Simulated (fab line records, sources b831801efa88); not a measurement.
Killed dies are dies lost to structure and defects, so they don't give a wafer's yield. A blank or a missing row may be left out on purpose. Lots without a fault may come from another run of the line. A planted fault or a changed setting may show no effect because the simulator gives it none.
Chamber matching | flow sfq_line | SFQ_TRILAYER_I7_VIA_BARC_OPEN_VIA_ETCH_260 on rie_diel-04: 4 sister chambers
The step etches BARC in O2, target depth 125 nm, time 41.7 s. 7 wafers are shown with their chamber, then 7 later ones without.

WAFERS WITH THEIR CHAMBER
wafer  | chamber | drypump_motor_current_A (A) | bias_w (W)
L947.6 | 0       | 5.53                        | 79.76
L949.2 | 1       | 6.05                        | 79.42
L949.3 | 0       | 5.48                        | 79.78
L953.4 | 2       | 5.93                        | 79.89
L953.5 | 3       | 5.93                        | 80.05
L958.2 | 3       | 5.92                        | 79.76
L958.4 | 2       | 5.96                        | 80.08

WAFERS WITHOUT THEIR CHAMBER
wafer  | drypump_motor_current_A (A) | bias_w (W)
L958.6 | 5.92                        | 79.94
L961.1 | 6.08                        | 80.20
L961.3 | 5.94                        | 80.13
L961.4 | 5.94                        | 79.81
L962.2 | 5.93                        | 80.20
L962.3 | 5.95                        | 79.82
L962.4 | 5.47                        | 80.05

WHICH CHAMBER EACH WENT THROUGH
wafer  | from the rows above          | in truth
L958.6 | can't be placed: 3 or 2      | 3
L961.1 | can't be placed: 1 or 2 or 3 | 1
L961.3 | can't be placed: 2 or 3      | 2
L961.4 | can't be placed: 3 or 2      | 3
L962.2 | can't be placed: 2 or 3      | 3
L962.3 | can't be placed: 2 or 3      | 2
L962.4 | 0                            | 0
Placed correctly: 1 of 7. Can't be placed from these rows: 6 (the true chamber is among the candidates in 6). Placed wrongly: 0.
How it was worked out, from the rows above alone: a wafer's distance from a chamber is the root of the sum, over the readings, of the square of ((its reading less the chamber's mean) divided by the reading's scatter). The wafer belongs to the nearest chamber; if the next one is less than 2 further off, it can't be placed. A chamber's mean is the mean of its shown wafers. The scatter: the root of (the sum of the squares of (reading less its chamber's mean) over the shown wafers, divided by (wafers less chambers)).
